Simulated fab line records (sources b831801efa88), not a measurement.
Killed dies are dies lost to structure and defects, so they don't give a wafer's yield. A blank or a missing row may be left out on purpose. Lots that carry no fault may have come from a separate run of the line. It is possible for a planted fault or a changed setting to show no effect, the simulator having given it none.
Which tool is to blame? + flow gf180mcu + 18 wafers sampled from 6 lots at 1 step of a route of 602

WHAT THE GAUGES SHOWED, per wafer
GF_M4_OVL_MEAS_15.
| lot  | measured     | on         | M4_OVL (nm) |
|------|--------------|------------|-------------|
| L861 | day 23 18:34 | overlay-01 | 5 0 2       |
| L863 | day 24 08:29 | overlay-01 | 1 -1 5      |
| L873 | day 27 19:40 | overlay-01 | 0 2 4       |
| L875 | day 28 12:00 | overlay-01 | 2 1 -3      |
| L878 | day 29 05:13 | overlay-01 | 2 -2 -2     |
| L882 | day 30 08:56 | overlay-01 | -2 -4 -2    |

WHAT TOOL EACH LOT RAN ON (gives the tool, then ch and the chambers of the sampled wafers, and finally the start)
The record shows no process step preceding these readings.

THE ANSWER, worked out from the rows above alone
Rule: what is usual is taken from the lots themselves. Put in order of their means at a reading, lots are off if they are a third of the lots or fewer, leave a main group of 4 or more, and stand apart from it by a gap of 3 or more times the standard deviation of the main group's means; of several such gaps the widest counts. The tables above print the reading to a certain number of digits; a main group whose means all agree to those digits is not used. A lot without any number at a reading at which 4 lots or more have one is off too. Any other lot the step has rows for is counted as sound.
No lot is off on any of the readings shown, so nothing can be concluded from this.

WHAT THE SIMULATOR PUT IN
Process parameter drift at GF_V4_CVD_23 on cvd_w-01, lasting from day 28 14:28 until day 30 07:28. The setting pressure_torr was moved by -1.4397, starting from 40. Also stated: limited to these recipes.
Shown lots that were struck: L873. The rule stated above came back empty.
